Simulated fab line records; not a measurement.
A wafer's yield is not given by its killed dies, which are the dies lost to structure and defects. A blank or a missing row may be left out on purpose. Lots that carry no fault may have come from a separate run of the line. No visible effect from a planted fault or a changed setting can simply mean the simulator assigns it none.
fab line records    flow sky130
record: lots: 6  wafers: 18  last_day: 50
route steps=708 shown RES_XHIGH@339 SD_N@342 SD_P@359 PAD_OPEN@708
lots that met no fault: taken from a fault-free run of the same line
start_h: hours from the record's opening day to when the first of the lot's shown wafers began    wait_h: time in hours since the lot's previous step    " identical to the entry in the row above    L1.1+2: one row covering several wafers at once    - value missing, or start not given    * or withheld: withheld    < > ~ a bound
route shown NAME@n: names a module that has steps shown in the file, with the first one's number in the route    usual: mean and standard deviation over wafers with no fault    same: alike in all rows    chamber/n: place in a boat    sites: per-site readings    _std_site: the values' standard deviation    _edge_site: inner sites' mean taken away from outer sites' mean    radius_mm: for every site, how far away it sits from the centre of the wafer    mask NAME#n: copy n    behind: the most recent tool/chamber to have shaped the wafer    hold: cause of the lot's hold/its duration in hours/its outcome    device: transistor that didn't switch, given as n, p or np    end of line: at the end of the route, the tests of the same wafers    for a step that has no rows: nothing shown but its recipe    killed: count of dies lost to structure and defects at first sort (not the wafer's yield)    map: a wafer's dies, marking killed ones x, the rest . and places with no die _
set.NAME: the setting as run; set.NAME@STEP: as run at that earlier step    model.NAME: the simulator's own value behind a step, which no gauge read
lots seen at some steps along the route; tables by step, rows by wafer
services: a tool's chamber out of use, with start hour (start_h, from the record's first day; less than 0 if before it), hours out, and reason
== steps ==
step: SKY_RES_XHIGH_IMPLANT_07
recipe: species: BF2  energy_kev: 20  dose_cm2: 3.6e+14  tilt_deg: 0
step: SKY_RES_XHIGH_STRIP_08
recipe: chemistry: O2/N2  power_w: 1400  pressure_mtorr: 1500  platen_temp_c: withheld  o2_flow_sccm: 3000  n2_flow_sccm: 300  overash_fraction: 0.5
usual: drypump_motor_current_A: 6.13/0.17  o2_flow_sccm: 2999/15  oes_product_au: 0.711/0.0047  strip_time_to_endpoint_s: 14.25/0.033
lot.wafer  tool             chamber  start_h  wait_h  drypump_motor_current_A  o2_flow_sccm  oes_product_au  rf_hours_counter_h  strip_time_to_endpoint_s
L498.1     plasma_asher-04  0        645.57   0.1     6.05                     2995          0.705           98                  14.29
L498.5     "                0        "        "       6.04                     3003          0.709           -                   14.28
L498.6     "                1        "        "       6.29                     2986          0.703           -                   14.26
L502.1     plasma_asher-01  0        693.11   0.1     6.14                     3006          0.709           86                  14.26
L502.5     "                1        "        "       6.11                     3001          0.711           -                   14.25
L502.6     "                0        "        "       6.15                     2996          0.709           -                   14.21
L506.3     plasma_asher-01  0        735.71   0.1     6.13                     3016          0.696           -                   14.29
L506.4     "                1        "        "       6.11                     2984          0.705           -                   14.22
L506.5     "                1        "        "       6.08                     2985          0.705           -                   14.25
L508.1     plasma_asher-01  1        741.92   0.1     6.11                     3007          0.712           91                  14.27
L508.3     "                0        "        "       6.15                     2992          0.711           -                   14.22
L508.5     "                0        "        "       6.15                     3001          0.710           -                   14.22
L512.2     plasma_asher-04  1        771.96   0.1     6.28                     3001          0.714           3                   14.23
L512.5     "                1        "        "       6.28                     2991          0.710           -                   14.29
L512.6     "                0        "        "       6.03                     3005          0.719           -                   14.25
L517.3     plasma_asher-03  0        798.06   0.1     6.46                     3006          0.709           -                   14.24
L517.4     "                1        "        "       5.76                     2996          0.712           -                   14.28
L517.6     "                1        "        "       5.81                     2993          0.705           -                   14.30
step: SKY_RES_XHIGH_TW_MEAS_09
usual: RES_XHIGH_TW: 1646/33
lot.wafer  tool           chamber  start_h  wait_h  RES_XHIGH_TW
L498.1     film_metro-02  -        645.67   0.1     1678
L498.5     "              -        "        "       1675
L498.6     "              -        "        "       1681
L502.1     film_metro-01  -        693.21   0.1     1619
L502.5     "              -        "        "       1618
L502.6     "              -        "        "       1613
L506.3     film_metro-02  -        735.79   0.1     1688
L506.4     "              -        "        "       1686
L506.5     "              -        "        "       1689
L508.1     film_metro-02  -        742.02   0.1     1680
L508.3     "              -        "        "       1681
L508.5     "              -        "        "       1695
L512.2     film_metro-01  -        772.07   0.1     1625
L512.5     "              -        "        "       1632
L512.6     "              -        "        "       1630
L517.3     film_metro-02  -        798.14   0.1     1677
L517.4     "              -        "        "       1683
L517.6     "              -        "        "       1685
step: SKY_SD_N_DEHYDRATE_00
recipe: temp_c: 200  time_s: 60
step: SKY_SD_N_HMDS_01
recipe: prime_time_s: 60  prime_temp_c: 120
step: SKY_SD_N_COAT_02
recipe: resist: NOVOLAK  spin_rpm: 3000  resist_thk_nm: 1140
step: SKY_SD_N_SOFTBAKE_03
recipe: temp_c: 90  time_s: 60  resist: NOVOLAK
step: SKY_SD_N_EXPOSE_04
recipe: mask_id: NSDM  na: 0.6  source_shape: conventional  sigma_outer: 0.6  polarization: unpolarized  target_cd_nm: 380  dose_mj: 141
step: SKY_SD_N_PEB_05
recipe: temp_c: withheld  time_s: *  resist: NOVOLAK
step: SKY_SD_N_DEVELOP_06
recipe: resist: NOVOLAK  developer: TMAH  develop_time_s: 60  dev_temp_c: 23.5
step: SKY_SD_N_CD_MEAS_07
recipe: target_cd_nm: 380
usual: cd_nm: 380.2/2.6
lot.wafer  tool       chamber  start_h  wait_h  cd_nm
L498.1     cd_sem-02  -        673.36   0.1     383.1
L498.5     "          -        "        "       382.0
L498.6     "          -        "        "       384.4
L502.1     cd_sem-01  -        721.52   0.1     376.7
L502.5     "          -        "        "       379.1
L502.6     "          -        "        "       378.9
L506.3     cd_sem-02  -        762.21   0.1     381.0
L506.4     "          -        "        "       382.6
L506.5     "          -        "        "       382.4
L508.1     cd_sem-01  -        768.61   0.3     378.0
L508.3     "          -        "        "       379.1
L508.5     "          -        "        "       381.3
L512.2     cd_sem-02  -        798.68   0.1     381.6
L512.5     "          -        "        "       382.8
L512.6     "          -        "        "       380.7
L517.3     cd_sem-02  -        824.41   0.1     377.6
L517.4     "          -        "        "       378.1
L517.6     "          -        "        "       377.2
step: SKY_SD_N_OVL_MEAS_08
usual: SD_N_OVL: -0.1/1.3
lot.wafer  tool        chamber  start_h  wait_h  SD_N_OVL[nm]
L498.1     overlay-01  -        673.48   0.1     1.6
L498.5     "           -        "        "       2.4
L498.6     "           -        "        "       0.6
L502.1     overlay-02  -        721.64   0.1     -0.3
L502.5     "           -        "        "       1.0
L502.6     "           -        "        "       -0.3
L506.3     overlay-01  -        762.31   0.1     0.7
L506.4     "           -        "        "       -1.2
L506.5     "           -        "        "       -0.4
L508.1     overlay-01  -        768.73   0.1     -0.7
L508.3     "           -        "        "       -0.2
L508.5     "           -        "        "       -0.1
L512.2     overlay-01  -        798.79   0.1     -2.3
L512.5     "           -        "        "       -2.2
L512.6     "           -        "        "       -3.5
L517.3     overlay-01  -        824.50   0.1     -2.3
L517.4     "           -        "        "       0.4
L517.6     "           -        "        "       -0.7
step: SKY_SD_N_IMPLANT_09
recipe: species: As  energy_kev: 50  dose_cm2: 4e+15  tilt_deg: 0
usual: beam_on_s: 20.6/0.9  dose_ions_cm2: 4e+15/4.8e+12
lot.wafer  tool          chamber  start_h  wait_h  beam_on_s  dose_ions_cm2
L498.1     implanter-03  0        673.52   0.0     22.3       3.999e+15
L498.5     "             0        "        "       21.6       3.995e+15
L498.6     "             0        "        "       21.4       3.998e+15
L502.1     implanter-01  0        721.68   0.0     20.4       4.006e+15
L502.5     "             0        "        "       20.0       4.008e+15
L502.6     "             0        "        "       20.9       4.005e+15
L506.3     implanter-01  0        762.38   0.1     28.4       5.595e+15
L506.4     "             0        "        "       28.9       5.596e+15
L506.5     "             0        "        "       28.7       5.593e+15
L508.1     implanter-01  0        768.77   0.0     28.6       5.596e+15
L508.3     "             0        "        "       28.7       5.597e+15
L508.5     "             0        "        "       28.3       5.6e+15
L512.2     implanter-03  0        798.84   0.0     21.4       4.003e+15
L512.5     "             0        "        "       21.7       3.992e+15
L512.6     "             0        "        "       21.5       3.998e+15
L517.3     implanter-03  0        824.57   0.1     22.3       4e+15
L517.4     "             0        "        "       21.6       4.004e+15
L517.6     "             0        "        "       21.9       4.002e+15
step: SKY_SD_N_IMPLANT_10
recipe: species: P  energy_kev: 20  dose_cm2: 1e+14  tilt_deg: 0
step: SKY_SD_N_STRIP_11
recipe: chemistry: O2/N2  power_w: 1400  pressure_mtorr: 1500  platen_temp_c: withheld  o2_flow_sccm: 3000  n2_flow_sccm: 300  overash_fraction: 0.5
usual: drypump_motor_current_A: 6.0/0.31  o2_flow_sccm: 3000/9.8  oes_product_au: 0.527/0.0043  strip_time_to_endpoint_s: 22.52/0.039
lot.wafer  tool             chamber  start_h  wait_h  drypump_motor_current_A  o2_flow_sccm  oes_product_au  rf_hours_counter_h  strip_time_to_endpoint_s
L498.1     plasma_asher-03  1        673.82   0.1     5.8                      3013          0.527           52                  22.55
L498.5     "                1        "        "       5.8                      3012          0.533           -                   22.55
L498.6     "                0        "        "       6.4                      2996          0.523           -                   22.56
L502.1     plasma_asher-03  1        721.98   0.1     5.8                      3004          0.516           56                  22.54
L502.5     "                1        "        "       5.8                      2998          0.527           -                   22.52
L502.6     "                0        "        "       6.5                      2998          0.534           -                   22.51
L506.3     plasma_asher-04  1        762.66   0.1     6.3                      3015          0.512           -                   23.45
L506.4     "                0        "        "       6.0                      3017          0.506           -                   23.43
L506.5     "                0        "        "       6.0                      3009          0.511           -                   23.43
L508.1     plasma_asher-02  1        769.07   0.1     5.5                      3022          0.514           34                  23.51
L508.3     "                0        "        "       5.9                      3005          0.514           -                   23.47
L508.5     "                1        "        "       5.5                      3016          0.515           -                   23.48
L512.2     plasma_asher-02  0        799.12   0.1     5.9                      2993          0.529           37                  22.50
L512.5     "                1        "        "       5.6                      2987          0.522           -                   22.53
L512.6     "                0        "        "       5.9                      3005          0.529           -                   22.55
L517.3     plasma_asher-03  0        824.86   0.1     6.4                      2994          0.530           -                   22.49
L517.4     "                1        "        "       5.8                      2995          0.523           -                   22.49
L517.6     "                1        "        "       5.8                      3000          0.535           -                   22.49
step: SKY_SD_N_TW_MEAS_12
usual: SD_N_TW: 3993/79
lot.wafer  tool           chamber  start_h  wait_h  SD_N_TW
L498.1     film_metro-03  -        673.92   0.1     3920
L498.5     "              -        "        "       3913
L498.6     "              -        "        "       3944
L502.1     film_metro-02  -        722.08   0.1     4097
L502.5     "              -        "        "       4109
L502.6     "              -        "        "       4097
L506.3     film_metro-01  -        762.75   0.1     3978
L506.4     "              -        "        "       3986
L506.5     "              -        "        "       4006
L508.1     film_metro-01  -        769.17   0.1     3995
L508.3     "              -        "        "       4003
L508.5     "              -        "        "       3967
L512.2     film_metro-02  -        799.23   0.1     4110
L512.5     "              -        "        "       4085
L512.6     "              -        "        "       4083
L517.3     film_metro-01  -        824.94   0.1     3963
L517.4     "              -        "        "       3972
L517.6     "              -        "        "       3920
step: SKY_SD_N_CLEAN_13
recipe: chemistry: SC1/SC2  mix: 1:4:20  temp_c: 70  time_s: 150  dry: n2_spin
step: SKY_SD_N_RTA_14
recipe: temp_c: 1075  time_s: 2  idle_temp_c: 650  ramp_up_c_per_s: 150  ramp_down_c_per_s: 90  ambient: N2
usual: anneal_temp_c_max: 1081.2/1.2  lamp_power_pct: 15.73/0.055  wafer_temp_C_max: 1078.1/1.3
same: time_s: 2
lot.wafer  tool           chamber  start_h  wait_h  anneal_temp_c_max  lamp_power_pct  wafer_temp_C_max
L498.1     rtp_anneal-02  0        674.04   0.0     1080.2             15.72           1079.0
L498.5     "              0        "        "       1080.4             15.64           1078.3
L498.6     "              0        "        "       1080.0             15.74           1078.3
L502.1     rtp_anneal-02  0        722.19   0.0     1081.5             15.81           1080.9
L502.5     "              0        "        "       1079.7             15.77           1078.6
L502.6     "              0        "        "       1079.4             15.74           1076.5
L506.3     rtp_anneal-01  0        762.86   0.0     1081.4             15.74           1079.1
L506.4     "              0        "        "       1080.2             15.82           1078.0
L506.5     "              0        "        "       1081.0             15.72           1078.8
L508.1     rtp_anneal-02  0        769.28   0.0     1079.8             15.86           1079.3
L508.3     "              0        "        "       1079.8             15.76           1077.1
L508.5     "              0        "        "       1080.4             15.75           1078.4
L512.2     rtp_anneal-01  0        799.34   0.0     1080.8             15.76           1078.8
L512.5     "              0        "        "       1083.1             15.68           1077.3
L512.6     "              0        "        "       1081.0             15.71           1077.1
L517.3     rtp_anneal-01  0        825.05   0.0     1082.1             15.71           1079.1
L517.4     "              0        "        "       1081.6             15.69           1077.2
L517.6     "              0        "        "       1082.8             15.78           1077.4
step: SKY_SD_N_RS_MEAS_16
recipe: thk_meas_gauge: four-point-probe
usual: SD_N_RS: 68.56/0.13
lot.wafer  tool           chamber  start_h  wait_h  hold                      SD_N_RS[ohm/sq]
L498.1     film_metro-02  -        674.21   0.1     -                         68.90
L498.5     "              -        "        "       -                         68.71
L498.6     "              -        "        "       -                         68.70
L502.1     film_metro-02  -        722.36   0.1     -                         68.57
L502.5     "              -        "        "       -                         68.54
L502.6     "              -        "        "       -                         68.73
L506.3     film_metro-03  -        763.05   0.1     await_dispo/0.2h/release  66.08
L506.4     "              -        "        "       await_dispo/0.2h/release  65.90
L506.5     "              -        "        "       await_dispo/0.2h/release  65.89
L506.3     film_metro-03  -        763.41   0.3     -                         65.98
L506.4     "              -        "        "       -                         65.88
L506.5     "              -        "        "       -                         65.89
L508.1     film_metro-03  -        769.45   0.1     await_dispo/0.2h/release  65.94
L508.3     "              -        "        "       await_dispo/0.2h/release  66.11
L508.5     "              -        "        "       await_dispo/0.2h/release  66.10
L508.1     film_metro-03  -        769.81   0.3     -                         66.06
L508.3     "              -        "        "       -                         66.01
L508.5     "              -        "        "       -                         66.01
L512.2     film_metro-01  -        799.52   0.1     -                         68.60
L512.5     "              -        "        "       -                         68.70
L512.6     "              -        "        "       -                         68.66
L517.3     film_metro-02  -        825.25   0.1     -                         68.66
L517.4     "              -        "        "       -                         68.81
L517.6     "              -        "        "       -                         68.68
step: SKY_SD_N_RS_MEAS_17
recipe: thk_meas_gauge: four-point-probe
usual: SD_P_RS: 147.1/0.42
lot.wafer  tool           chamber  start_h  wait_h  hold                      SD_P_RS[ohm/sq]
L498.1     film_metro-02  -        674.33   0.1     -                         147.7
L498.5     "              -        "        "       -                         147.3
L498.6     "              -        "        "       -                         147.8
L502.1     film_metro-02  -        722.48   0.1     -                         147.1
L502.5     "              -        "        "       -                         146.6
L502.6     "              -        "        "       -                         146.7
L506.3     film_metro-03  -        765.28   1.8     await_dispo/1.7h/release  147.1
L506.4     "              -        "        "       await_dispo/1.7h/release  147.2
L506.5     "              -        "        "       await_dispo/1.7h/release  147.1
L508.1     film_metro-03  -        774.18   4.4     await_dispo/4.3h/release  146.8
L508.3     "              -        "        "       await_dispo/4.3h/release  147.2
L508.5     "              -        "        "       await_dispo/4.3h/release  146.9
L512.2     film_metro-01  -        799.64   0.1     -                         147.5
L512.5     "              -        "        "       -                         147.5
L512.6     "              -        "        "       -                         147.0
L517.3     film_metro-02  -        825.37   0.1     -                         147.0
L517.4     "              -        "        "       -                         147.0
L517.6     "              -        "        "       -                         146.9
step: SKY_PAD_OPEN_PROBE_99
usual: killed_at_M0_to_M3: 44/7.3  killed_at_M4_up: 3.1/1.9  killed_at_contacts: 24/5.3  killed_at_front_end: 15/4  killed_at_other: 0.4/0.6  killed_dies: 86/9.2  killed_open: 47/6.9  killed_short: 39/6.9
same: gross_dies: 492  killed_at_back_side: 0
lot.wafer  tool       chamber  start_h  wait_h  killed_at_M0_to_M3  killed_at_M4_up  killed_at_contacts  killed_at_front_end  killed_at_other  killed_dies  killed_open  killed_short  model.etest.res_ndiff.line_ohm_um  model.etest.sonos_uncharged.r_on_ohm_um  model.etest.licon_ndiff.rc_ohm  model.etest.res_ndiff_hv.rs_ohm_sq  model.etest.res_ndiff.rs_ohm_sq  model.etest.sonos_programmed.off_log10_a_um
L498.1     prober-02  -        1094.53  0.1     44                  1                27                  17                   0                89           47           42            754.3                              816.3                                    186.3                           116                                 122.4                            -14.02
L498.5     prober-02  -        1094.73  0.2     48                  8                26                  16                   2                100          51           48            761.5                              825.7                                    182.9                           115.9                               120.5                            -13.85
L498.6     prober-02  -        1094.78  0.2     45                  9                19                  10                   0                83           37           46            754.9                              799.1                                    178.1                           116                                 121.5                            -14.01
L502.1     prober-02  -        1124.52  0.1     39                  2                26                  17                   0                84           52           32            742.1                              829.6                                    190                             112.6                               117.8                            -13.87
L502.5     prober-02  -        1124.72  0.2     31                  2                26                  16                   0                75           43           32            732.7                              831.6                                    187.7                           112.3                               117.7                            -13.91
L502.6     prober-02  -        1124.77  0.2     48                  4                22                  19                   0                93           56           37            751.4                              821.5                                    181.5                           111.1                               118.1                            -13.88
L506.3     prober-01  -        1154.82  0.2     47                  5                23                  16                   0                91           48           43            714.7                              803.3                                    160.6                           105.2                               111.2                            -13.94
L506.4     prober-01  -        1154.87  0.2     46                  2                26                  14                   0                88           50           38            707.8                              792.9                                    161.4                           105.1                               110.7                            -13.83
L506.5     prober-01  -        1154.92  0.2     61                  4                34                  10                   0                109          55           54            705.8                              792.9                                    163.8                           105.7                               110.7                            -13.85
L508.1     prober-02  -        1160.99  0.1     39                  5                22                  22                   0                88           56           31            690.5                              779.5                                    164                             105.2                               111                              -13.8
L508.3     prober-02  -        1161.09  0.2     46                  1                25                  11                   0                83           48           34            710.4                              792.5                                    160.2                           104.8                               110.9                            -13.72
L508.5     prober-02  -        1161.19  0.2     42                  2                29                  12                   1                86           45           41            694.4                              774.8                                    158.9                           105.4                               110.6                            -13.86
L512.2     prober-01  -        1179.59  0.1     38                  3                30                  16                   0                87           42           45            745.9                              831.5                                    183.6                           113.1                               120.2                            -14.05
L512.5     prober-01  -        1179.74  0.2     54                  4                23                  14                   0                95           40           55            749.8                              825.1                                    180.1                           113.8                               120.2                            -13.93
L512.6     prober-01  -        1179.79  0.2     36                  3                24                  27                   0                90           40           50            764.5                              831.6                                    178.6                           112.8                               119.1                            -14
L517.3     prober-01  -        1195.16  0.2     37                  7                35                  12                   0                91           51           39            761.6                              833.2                                    180.9                           112                                 118.4                            -13.95
L517.4     prober-01  -        1195.21  0.2     35                  4                24                  20                   0                83           51           31            755.9                              837.2                                    177.2                           112.5                               118.4                            -13.96
L517.6     prober-01  -        1195.31  0.2     45                  2                33                  18                   0                98           48           50            748.9                              840.6                                    181.3                           112.4                               118.2                            -13.96
killed by level:class
L498.1 VIA1:geometric_particle:open=12 VIA3:geometric_particle:open=9 CONTACT:geometric_particle:open=9 METAL1:geometric_particle:short=8 LI_CONTACT:geometric_particle:short=6 FIELD_ISO:geometric_particle:open=5 CONTACT:geometric_particle:short=5 FIELD_ISO:geometric_particle:short=4
L498.5 LI_CONTACT:geometric_particle:open=13 VIA1:geometric_particle:short=12 VIA3:geometric_particle:open=9 VIA1:geometric_particle:open=8 METAL4:geometric_particle:short=7 VIA2:geometric_particle:open=6 FIELD_ISO:geometric_particle:open=5 FIELD_ISO:geometric_particle:short=5
L498.6 METAL2:geometric_particle:short=9 VIA3:geometric_particle:open=9 LI_CONTACT:geometric_particle:open=7 METAL1:geometric_particle:short=7 METAL4:geometric_particle:short=7 CONTACT:geometric_particle:open=6 VIA1:geometric_particle:open=6 VIA1:geometric_particle:short=5
L502.1 CONTACT:geometric_particle:open=10 VIA2:geometric_particle:open=10 LI_CONTACT:geometric_particle:open=7 VIA1:geometric_particle:open=6 FIELD_ISO:geometric_particle:open=5 VIA1:geometric_particle:short=5 FIELD_ISO:geometric_particle:short=4 POLY_GATE:geometric_particle:open=4
L502.5 CONTACT:geometric_particle:open=9 POLY_GATE:geometric_particle:open=6 VIA1:geometric_particle:open=6 VIA2:geometric_particle:open=6 LI_CONTACT:geometric_particle:open=5 LOCAL_INTERCONNECT:geometric_particle:short=5 LI_CONTACT:geometric_particle:short=4 VIA3:geometric_particle:open=4
L502.6 CONTACT:geometric_particle:open=12 VIA1:geometric_particle:open=9 FIELD_ISO:geometric_particle:open=8 VIA3:geometric_particle:open=7 POLY_GATE:geometric_particle:open=5 METAL1:geometric_particle:short=5 VIA2:geometric_particle:open=5 METAL3:geometric_particle:short=5
L506.3 VIA1:geometric_particle:open=11 CONTACT:geometric_particle:open=8 VIA2:geometric_particle:open=8 METAL2:geometric_particle:short=8 METAL1:geometric_particle:short=6 LI_CONTACT:geometric_particle:open=5 VIA1:geometric_particle:short=5 FIELD_ISO:geometric_particle:open=4
L506.4 CONTACT:geometric_particle:open=9 LI_CONTACT:geometric_particle:open=8 VIA1:geometric_particle:open=8 METAL1:geometric_particle:short=6 FIELD_ISO:geometric_particle:open=5 LOCAL_INTERCONNECT:geometric_particle:short=5 METAL2:geometric_particle:short=5 VIA3:geometric_particle:short=5
L506.5 VIA1:geometric_particle:open=14 LOCAL_INTERCONNECT:geometric_particle:short=10 METAL2:geometric_particle:short=10 VIA3:geometric_particle:open=10 CONTACT:geometric_particle:open=9 LI_CONTACT:geometric_particle:open=7 VIA2:geometric_particle:open=7 METAL1:geometric_particle:short=6
L508.1 CONTACT:geometric_particle:open=14 VIA1:geometric_particle:open=9 POLY_GATE:geometric_particle:open=8 VIA2:geometric_particle:open=7 METAL2:geometric_particle:short=7 FIELD_ISO:geometric_particle:open=6 VIA3:geometric_particle:open=5 METAL4:geometric_particle:short=5
L508.3 VIA1:geometric_particle:open=14 CONTACT:geometric_particle:open=10 METAL1:geometric_particle:short=8 VIA2:geometric_particle:open=7 FIELD_ISO:geometric_particle:open=6 LI_CONTACT:geometric_particle:open=6 CONTACT:geometric_particle:short=5 FIELD_ISO:geometric_particle:short=4
L508.5 CONTACT:geometric_particle:open=10 VIA1:geometric_particle:open=9 VIA3:geometric_particle:open=8 LOCAL_INTERCONNECT:geometric_particle:short=6 FIELD_ISO:geometric_particle:open=5 VIA1:geometric_particle:short=5 CONTACT:geometric_particle:short=5 METAL1:geometric_particle:short=5
L512.2 CONTACT:geometric_particle:open=11 CONTACT:geometric_particle:short=10 VIA3:geometric_particle:open=8 METAL1:geometric_particle:short=6 FIELD_ISO:geometric_particle:short=5 LI_CONTACT:geometric_particle:open=5 METAL3:geometric_particle:short=5 VIA3:geometric_particle:short=5
L512.5 CONTACT:geometric_particle:open=13 METAL2:geometric_particle:short=12 METAL1:geometric_particle:short=10 VIA3:geometric_particle:open=7 VIA2:geometric_particle:open=6 FIELD_ISO:geometric_particle:short=5 LOCAL_INTERCONNECT:geometric_particle:short=4 VIA1:geometric_particle:open=4
L512.6 METAL1:geometric_particle:short=8 FIELD_ISO:geometric_particle:open=7 FIELD_ISO:geometric_particle:short=7 POLY_GATE:geometric_particle:short=6 CONTACT:geometric_particle:open=6 LI_CONTACT:geometric_particle:open=6 VIA1:geometric_particle:open=6 CONTACT:geometric_particle:short=5
L517.3 CONTACT:geometric_particle:open=12 LI_CONTACT:geometric_particle:open=12 VIA1:geometric_particle:open=11 LOCAL_INTERCONNECT:geometric_particle:short=7 VIA1:geometric_particle:short=5 VIA3:geometric_particle:short=5 METAL4:geometric_particle:short=4 METAL2:geometric_particle:short=3
L517.4 CONTACT:geometric_particle:open=12 VIA1:geometric_particle:open=11 VIA3:geometric_particle:open=8 FIELD_ISO:geometric_particle:open=4 POLY_GATE:geometric_particle:short=4 FIELD_ISO:geometric_particle:short=3 POLY_GATE:geometric_particle:open=3 SPACER:geometric_particle:open=3
L517.6 CONTACT:geometric_particle:open=10 LI_CONTACT:geometric_particle:open=8 METAL2:geometric_particle:short=8 FIELD_ISO:geometric_particle:open=7 CONTACT:geometric_particle:short=7 VIA3:geometric_particle:open=7 METAL1:geometric_particle:short=6 VIA1:geometric_particle:open=6
== services ==
tool             chamber  start_h  hours  kind
implanter-03     -        642.58   9.9    pm
implanter-01     -        668.99   2.9    pm
plasma_asher-02  -        682.81   1.2    repair
plasma_asher-03  -        695.68   0.5    repair
plasma_asher-03  -        707.93   1.4    repair
plasma_asher-03  -        728.29   8.6    repair
plasma_asher-04  -        733.75   9.0    pm
plasma_asher-04  0        733.75   9.0    vent_cycle
plasma_asher-04  1        733.75   9.0    vent_cycle
plasma_asher-04  0        742.75   -      clean
plasma_asher-04  1        742.75   -      clean
implanter-03     -        783.27   1.4    repair
plasma_asher-04  -        788.76   44.5   pm
implanter-01     -        798.09   1.1    repair
implanter-03     -        811.08   7.8    pm
== key ==
first_sign: step: SKY_SD_N_IMPLANT_09  reading: dose_ions_cm2  direction: up  sigmas: 99+  usual: *  struck: *
effect: step: SKY_SD_N_IMPLANT_09  reading: beam_on_s  direction: up  sigmas: 8.9  usual: 20.6  struck: 28.6
effect: step: SKY_SD_N_STRIP_11  reading: strip_time_to_endpoint_s  direction: up  sigmas: 24  usual: *  struck: *
effect: step: SKY_SD_N_RS_MEAS_16  reading: visit  direction: added
effect: step: SKY_SD_N_RS_MEAS_16  reading: SD_N_RS  direction: down  sigmas: 19  usual: 68.56  struck: 66.00
model_effect: step: SKY_PAD_OPEN_PROBE_99  value: etest.res_ndiff.line_ohm_um  without: 759  struck: 703.9
met_at SKY_SD_N_IMPLANT_09
struck_wafers L506.3,L506.4,L506.5,L508.1,L508.3,L508.5
tester_left_out L506,L508
onset_between 721.68 762.38
fault: kind: process_parameter_drift  tool: implanter-01  chamber: -  onset_h: 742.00  steps: SKY_SD_N_IMPLANT_09  channel: dose_cm2  offset: *  shape: step  end_h: 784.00  acts_in: *  stated: *
tester_left_out: of these lots the tester's yield and bins aren't shown, on N5 and GAA mostly nor the transistor test; their killed dies are dies lost to structure and defects alone, not to doping, threshold or leakage, so they don't give the yield
